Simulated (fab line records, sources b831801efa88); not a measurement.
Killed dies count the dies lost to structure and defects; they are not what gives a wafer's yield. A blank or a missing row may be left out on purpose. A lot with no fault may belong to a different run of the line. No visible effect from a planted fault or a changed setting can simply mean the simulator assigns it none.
What tool caused it? | flow gf180mcu | at 1 step of a route of 602, 7 lots with 21 wafers sampled

## WHAT THE GAUGES READ, wafer by wafer
GF_HV_LDD_CD_MEAS_07 targets a cd of 400 nm.
lot  | measured     | on        | cd nm (nm)
L124 | day 10 03:55 | cd sem-02 | 399.1 397.9 397.6
L126 | day 10 20:56 | cd sem-01 | 401.7 401.2 399.3
L129 | day 11 19:53 | cd sem-01 | 398.8 395.3 395.3
L131 | day 12 09:17 | cd sem-01 | 401.7 400.0 400.6
L138 | day 14 17:54 | cd sem-01 | 400.4 402.0 400.5
L143 | day 16 04:36 | cd sem-02 | 400.6 400.0 400.6
L146 | day 17 03:34 | cd sem-02 | 398.1 399.3 398.5

## WHICH TOOL RAN EACH LOT (tool, then ch and the chambers of the sampled wafers, then the start)
The record shows no process step preceding these readings.

## THE ANSWER, worked out from the rows above alone
Rule: the usual values come from the lots themselves. Put in order of their means at a reading, lots are off if they are a third of the lots or fewer, leave a main group of 4 or more, and stand apart from it by a gap of 3 or more times the standard deviation of the main group's means; of several such gaps the widest counts. If all means in a main group match to the digits the tables above print for the reading, that group is not used. Also off: a lot with no number at a reading for which 4 or more lots have one. Any other lot the step has rows for is counted as sound.
None of the lots is off at any reading shown; this tells nothing.

## WHAT WAS PUT IN BY THE SIMULATOR
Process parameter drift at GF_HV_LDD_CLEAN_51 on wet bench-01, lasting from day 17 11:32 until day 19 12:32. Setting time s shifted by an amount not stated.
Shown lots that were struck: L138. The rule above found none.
